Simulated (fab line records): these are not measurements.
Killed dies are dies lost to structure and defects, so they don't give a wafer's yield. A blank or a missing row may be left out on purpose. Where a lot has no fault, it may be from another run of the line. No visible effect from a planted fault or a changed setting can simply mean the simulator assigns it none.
Which tool did it? + flow gf180mcu + 18 wafers from 6 lots sampled at 2 of the route's 602 steps

WHAT EACH GAUGE READ, for each wafer
GF_M4_THK_MEAS_06: measures by xrf.
| lot  | measured     | on            | M4_ALCU_THK (nm) |
|------|--------------|---------------|------------------|
| L161 | day 22 16:40 | film metro-03 | 463 462 457      |
| L166 | day 24 15:52 | film metro-03 | 458 460 458      |
| L172 | day 26 19:23 | film metro-04 | 455 456 452      |
| L175 | day 27 13:03 | film metro-03 | 458 454 458      |
| L180 | day 29 02:38 | film metro-04 | 457 453 454      |
| L182 | day 29 08:57 | film metro-02 | 449 451 453      |

WHICH TOOL RAN EACH LOT (tool, then ch and the chambers of the sampled wafers, then the start)
| lot  | GF_M4_SPUTTER_02             |
|------|------------------------------|
| L161 | pvd sputter-01, day 22 16:27 |
| L166 | pvd sputter-01, day 24 15:39 |
| L172 | pvd sputter-01, day 26 19:10 |
| L175 | pvd sputter-02, day 27 12:50 |
| L180 | pvd sputter-03, day 29 02:25 |
| L182 | pvd sputter-03, day 29 08:44 |
- GF_M4_SPUTTER_02: material AlCu, target thk 450 nm, time 23.9 s.

THE ANSWER, worked out from the rows above alone
Rule: usual is defined by the lots themselves. Put in order of their means at a reading, lots are off if they are a third of the lots or fewer, leave a main group of 4 or more, and stand apart from it by a gap of 3 or more times the standard deviation of the main group's means; of several such gaps the widest counts. A main group whose means are all the same, to the digits that the tables above print for the reading, isn't used. A lot without any number at a reading at which 4 lots or more have one is off too. Where the step has rows for the other lots, those lots are counted as sound.
No lot is off at any reading shown: from this, nothing can be told.

WHAT THE SIMULATOR HAD PUT IN
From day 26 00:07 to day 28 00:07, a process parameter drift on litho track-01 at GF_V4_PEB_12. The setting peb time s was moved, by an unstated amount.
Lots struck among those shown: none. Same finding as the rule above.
